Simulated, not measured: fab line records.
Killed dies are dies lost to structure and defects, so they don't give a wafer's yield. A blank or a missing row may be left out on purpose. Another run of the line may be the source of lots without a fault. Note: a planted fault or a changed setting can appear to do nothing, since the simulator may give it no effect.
fab line records | flow sfq_line
[record] lots = 15 wafers = 45 last_day = 92
route steps=325 shown I3@136
lots that met no fault: from a run of the same line without faults
start_h: hours from the record's first day to the start of the lot's first wafer shown | wait_h: time in hours since the lot's previous step | " same as the row above | L1.1+2: several wafers, shown together as one row | - no value, or no start was given | * or withheld: withheld | < > ~ a bound
route shown NAME@n: names a module that has steps shown in the file, with the first one's number in the route | usual: the fault-free wafers' mean and standard deviation | same: alike in all rows | chamber/n: place in a boat | sites: the reading at each site | _std_site: the values' standard deviation | _edge_site: outer sites' mean less inner sites' | radius_mm: for every site, how far away it sits from the centre of the wafer | mask NAME#n: copy n | behind: tool/chamber where the wafer was last shaped | hold: reason for holding the lot/hours on hold/outcome of the hold | device: the n, p or np transistor that did not switch | end of line: tests run on the same wafers once the route is complete | step lacking rows: just its recipe | killed: not the wafer's yield, but the dies lost to structure and defects at the first sort | map: shows each die of a wafer: x if killed, . if not, _ if none is there
set.NAME: the setting as run; set.NAME@STEP: as run at that earlier step | model.NAME: the simulator's own value behind a step, which no gauge read
a sample of lots followed through the steps of the route, with each step as a table and each wafer as a row
services: when a tool's chamber went out of use (start_h, in hours from the record's first day, below 0 if earlier), for how many hours, and the reason
[[steps]]
[step SFQ_TRILAYER_I3_METRO_MEASURE_083]
[usual] thk_nm = 199.8/1.3
// columns lot.wafer tool chamber start_h wait_h thk_nm
L862.1 film_metro-01 - 898.05 0.1 200.0
L862.3 " - " " 197.4
L862.4 " - " " 199.4
L863.1 film_metro-01 - 908.65 0.1 199.5
L863.4 " - " " 200.2
L863.5 " - " " 199.2
L864.1 film_metro-04 - 1043.18 0.1 201.8
L864.5 " - " " 201.1
L864.6 " - " " 202.4
L865.1 film_metro-04 - 1046.18 0.1 199.0
L865.2 " - " " 200.6
L865.4 " - " " 201.1
L866.3 film_metro-02 - 1055.54 0.5 200.9
L866.4 " - " " 202.6
L866.6 " - " " 200.0
L867.1 film_metro-01 - 1058.14 0.1 200.4
L867.2 " - " " 201.9
L867.4 " - " " 199.2
L868.1 film_metro-01 - 1064.18 0.1 201.1
L868.2 " - " " 198.3
L868.5 " - " " 200.9
L869.1 film_metro-04 - 1070.18 0.1 200.1
L869.3 " - " " 201.1
L869.6 " - " " 199.8
L875.1 film_metro-02 - 1104.18 0.1 204.3
L875.2 " - " " 202.3
L875.5 " - " " 203.9
L879.1 film_metro-02 - 1128.18 0.1 204.6
L879.2 " - " " 205.9
L879.6 " - " " 204.7
L880.1 film_metro-02 - 1215.61 0.1 202.7
L880.2 " - " " 205.5
L880.5 " - " " 203.7
L881.2 film_metro-02 - 1226.41 0.3 204.2
L881.5 " - " " 202.9
L881.6 " - " " 204.7
L882.1 film_metro-01 - 1233.41 0.1 199.5
L882.4 " - " " 197.8
L882.5 " - " " 198.9
L883.2 film_metro-01 - 1240.81 0.3 198.2
L883.4 " - " " 198.6
L883.6 " - " " 200.0
L885.1 film_metro-04 - 1251.41 0.1 197.7
L885.5 " - " " 200.5
L885.6 " - " " 199.5
[[services]]
// columns tool chamber start_h hours kind
film_metro-02 - 879.39 0.3 pm
film_metro-04 - 899.01 0.7 pm
film_metro-04 - 903.17 1.9 pm
film_metro-01 - 968.17 4.6 repair
film_metro-01 - 996.04 1.6 pm
film_metro-04 - 1010.14 2.1 pm
film_metro-02 - 1014.17 1.3 pm
film_metro-01 - 1044.79 0.8 pm
film_metro-01 - 1055.34 0.2 pm
film_metro-02 - 1064.06 0.3 pm
film_metro-02 - 1084.67 0.4 pm
film_metro-04 - 1113.10 2.4 pm
film_metro-02 - 1124.39 0.7 pm
film_metro-01 - 1131.89 3.8 repair
film_metro-04 - 1144.01 0.8 pm
film_metro-01 - 1153.50 4.1 pm
film_metro-02 - 1164.26 1.6 pm
film_metro-02 - 1184.78 2.6 repair
film_metro-01 - 1241.81 0.3 pm
[[key]]
[first_sign] step = SFQ_TRILAYER_I3_METRO_MEASURE_083 reading = thk_nm direction = up sigmas = 3.4 usual = 199.8 struck = 204.1
effect none on later readings
met_at SFQ_TRILAYER_I3_METRO_MEASURE_083
struck_lots L875,L879,L880,L881
onset_between 1055.54 1104.18
[fault] kind = metrology_matching_offset tool = film_metro-02 chamber = - onset_h = 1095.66 steps = SFQ_TRILAYER_I3_METRO_MEASURE_083 param = thk_nm offset = 3.8547
